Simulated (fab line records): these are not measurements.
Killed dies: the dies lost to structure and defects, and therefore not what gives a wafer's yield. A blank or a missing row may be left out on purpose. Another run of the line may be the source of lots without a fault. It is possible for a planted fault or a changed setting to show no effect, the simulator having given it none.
The tool behind it: which one? | flow sky130 | 36 wafers from 12 lots sampled at 5 of the route's 708 steps

## WHAT THE GAUGES READ, wafer by wafer
SKY_VIA2_CD_MEAS_12: the cd target is 200 nm. Usual: cd_nm at 200.1 nm, with a standard deviation of 1.4.
lot  | measured     | on        | cd_nm (nm)        | flag
L472 | day 35 22:47 | cd_sem-02 | 198.9 200.0 197.9 |
L473 | day 36 15:56 | cd_sem-01 | 197.4 199.6 199.7 |
L474 | day 37 05:38 | cd_sem-01 | 200.3 199.5 198.8 |
L476 | day 37 17:46 | cd_sem-02 | 199.9 199.5 201.5 |
L477 | day 37 21:30 | cd_sem-02 | 198.0 200.2 199.6 |
L480 | day 38 18:38 | cd_sem-01 | 201.0 200.6 201.2 |
L483 | day 39 19:59 | cd_sem-02 | 201.0 202.5 200.6 |
L484 | day 40 03:21 | cd_sem-01 | 198.2 200.1 199.4 |
L485 | day 40 10:11 | cd_sem-02 | 198.7 201.0 199.6 |
L492 | day 42 11:05 | cd_sem-01 | 201.7 200.7 201.8 |
L494 | day 42 19:01 | cd_sem-02 | 202.0 200.3 201.8 |
L495 | day 43 15:25 | cd_sem-02 | 199.8 200.8 199.7 |

SKY_CAPM_THK_MEAS_01. Usual: for CAPM_CVD_00_THK the level is 15.52 nm and the standard deviation is 0.23.
lot  | measured     | on            | CAPM_CVD_00_THK (nm) | flag
L472 | day 36 00:29 | film_metro-01 | 15.76 15.69 15.62    |
L473 | day 36 17:38 | film_metro-02 | 15.58 15.78 15.92    |
L474 | day 37 07:41 | film_metro-02 | 15.42 15.63 15.55    |
L476 | day 37 19:27 | film_metro-02 | 15.39 15.64 15.59    |
L477 | day 37 23:11 | film_metro-02 | 15.36 15.52 15.34    |
L480 | day 38 20:19 | film_metro-02 | 15.50 15.32 15.37    |
L483 | day 39 21:53 | film_metro-01 | 30.83 30.72 31.30    | OFF
L484 | day 40 05:07 | film_metro-02 | 15.33 15.62 15.29    |
L485 | day 40 12:13 | film_metro-02 | 31.20 30.64 30.72    | OFF
L492 | day 42 12:48 | film_metro-01 | 15.43 15.22 15.68    |
L494 | day 42 20:46 | film_metro-04 | 15.76 15.70 15.89    |
L495 | day 43 17:08 | film_metro-01 | 15.34 15.57 15.84    |

SKY_CAPM_THK_MEAS_04: measures by xrf. Usual: for CAPM_TIN_THK the level is 202.8 nm and the standard deviation is 2.
lot  | measured     | on            | CAPM_TIN_THK (nm) | flag
L472 | day 36 00:47 | film_metro-02 | 198.8 201.1 201.6 |
L473 | day 36 17:56 | film_metro-04 | 204.7 203.7 204.1 |
L474 | day 37 07:58 | film_metro-02 | 200.2 200.9 202.5 |
L476 | day 37 19:44 | film_metro-04 | 205.0 204.0 203.0 |
L477 | day 37 23:28 | film_metro-04 | 201.4 205.6 202.7 |
L480 | day 38 20:37 | film_metro-01 | 201.6 202.9 204.7 |
L483 | day 39 22:10 | film_metro-04 | 204.2 204.8 204.4 |
L484 | day 40 05:25 | film_metro-01 | 199.2 202.0 199.2 |
L485 | day 40 12:31 | film_metro-01 | 202.5 202.6 201.1 |
L492 | day 42 13:05 | film_metro-02 | 201.2 201.3 200.4 |
L494 | day 42 21:04 | film_metro-02 | 202.6 203.5 200.7 |
L495 | day 43 17:26 | film_metro-02 | 202.8 201.7 200.7 |

## TOOL THAT RAN EACH LOT (tool first, then ch and the chambers of the sampled wafers, then the start)
lot  | SKY_VIA2_STRIP_16                    | SKY_CAPM_CVD_00
L472 | plasma_asher-01 ch 0,1, day 35 23:03 | pecvd-02 ch 0,1,2, day 36 00:28
L473 | plasma_asher-02 ch 0,1, day 36 16:12 | pecvd-02 ch 0,2, day 36 17:37
L474 | plasma_asher-01 ch 0,1, day 37 05:54 | pecvd-03 ch 0,1, day 37 07:40
L476 | plasma_asher-01 ch 0,1, day 37 18:00 | pecvd-02 ch 0,2, day 37 19:25
L477 | plasma_asher-01 ch 0,1, day 37 21:45 | pecvd-03 ch 0,1, day 37 23:08
L480 | plasma_asher-03 ch 1, day 38 18:52   | pecvd-02 ch 0,2, day 38 20:17
L483 | plasma_asher-03 ch 0,1, day 39 20:15 | pecvd-03 ch 0,1,2, day 39 21:00
L484 | plasma_asher-02 ch 0, day 40 03:35   | pecvd-03 ch 0, day 40 05:04
L485 | plasma_asher-01 ch 0,1, day 40 10:27 | pecvd-02 ch 0,1,2, day 40 12:00
L492 | plasma_asher-03 ch 1, day 42 11:21   | pecvd-01 ch 0,1,2, day 42 12:47
L494 | plasma_asher-03 ch 0,1, day 42 19:15 | pecvd-01 ch 0,1, day 42 20:44
L495 | plasma_asher-02 ch 0,1, day 43 15:41 | pecvd-01 ch 1,2, day 43 17:06
- SKY_VIA2_STRIP_16: strips in O2/N2.
- SKY_CAPM_CVD_00: deposits SiO2, target thk 15.5 nm.

## WHAT THE TOOLS THEMSELVES READ (means of the sampled wafers that have a number; where no wafer has one, the mark that the record gives instead)
SKY_VIA2_STRIP_16. Usual: drypump_motor_current_A 5.7 A, standard deviation 0.3; oes_product_au 0.399 a.u., standard deviation 0.0038; strip_time_to_endpoint_s 4.046 s, standard deviation 0.02.
lot  | tool            | drypump_motor_current_A (A) | oes_product_au (a.u.) | strip_time_to_endpoint_s (s) | flag
L472 | plasma_asher-01 | 5.9                         | 0.404                 | 4.041                        |
L473 | plasma_asher-02 | 5.4                         | 0.403                 | 4.050                        |
L474 | plasma_asher-01 | 6.0                         | 0.393                 | 4.027                        |
L476 | plasma_asher-01 | 6.0                         | 0.399                 | 4.064                        |
L477 | plasma_asher-01 | 6.0                         | 0.399                 | 4.016                        |
L480 | plasma_asher-03 | 5.6                         | 0.395                 | 4.011                        |
L483 | plasma_asher-03 | 5.5                         | 0.396                 | 4.062                        |
L484 | plasma_asher-02 | 5.3                         | 0.399                 | 4.043                        |
L485 | plasma_asher-01 | 6.0                         | 0.397                 | 4.050                        |
L492 | plasma_asher-03 | 5.6                         | 0.398                 | 4.062                        |
L494 | plasma_asher-03 | 5.5                         | 0.396                 | 4.034                        |
L495 | plasma_asher-02 | 5.3                         | 0.400                 | 4.078                        |

SKY_CAPM_CVD_00. Usual: heater_power_w at 721 W, with a standard deviation of 95.
lot  | tool     | heater_power_w (W) | flag
L472 | pecvd-02 | 691                |
L473 | pecvd-02 | 760                |
L474 | pecvd-03 | 853                |
L476 | pecvd-02 | 769                |
L477 | pecvd-03 | 769                |
L480 | pecvd-02 | 748                |
L483 | pecvd-03 | 776                |
L484 | pecvd-03 | 826                |
L485 | pecvd-02 | 681                |
L492 | pecvd-01 | 717                |
L494 | pecvd-01 | 752                |
L495 | pecvd-01 | 747                |

## THE ANSWER, worked out from the rows above alone
Rule: a lot is off if the mean of its wafers that have a number lies more than 3 standard deviations from the usual mean. Also off: a lot with no number at a reading for which 4 or more lots have one. Any other lot the step has rows for is counted as sound. After the gauges, taken in route order, come the tools' own readings; for these a lot's mean is taken, as printed above. At the first step where some lot is off, the reading lying furthest off is the one used; lots without a number count as furthest.
Off: L483, L485, seen at SKY_CAPM_THK_MEAS_01 (CAPM_CVD_00_THK).
If a tool, at a process step before that reading, ran all the lots that are off and no sound lot after the first of them, it fits. Those tools and the gauges at SKY_CAPM_THK_MEAS_01 are tried in the same way. Of those tried, none fits.

## WHAT THE SIMULATOR PUT IN
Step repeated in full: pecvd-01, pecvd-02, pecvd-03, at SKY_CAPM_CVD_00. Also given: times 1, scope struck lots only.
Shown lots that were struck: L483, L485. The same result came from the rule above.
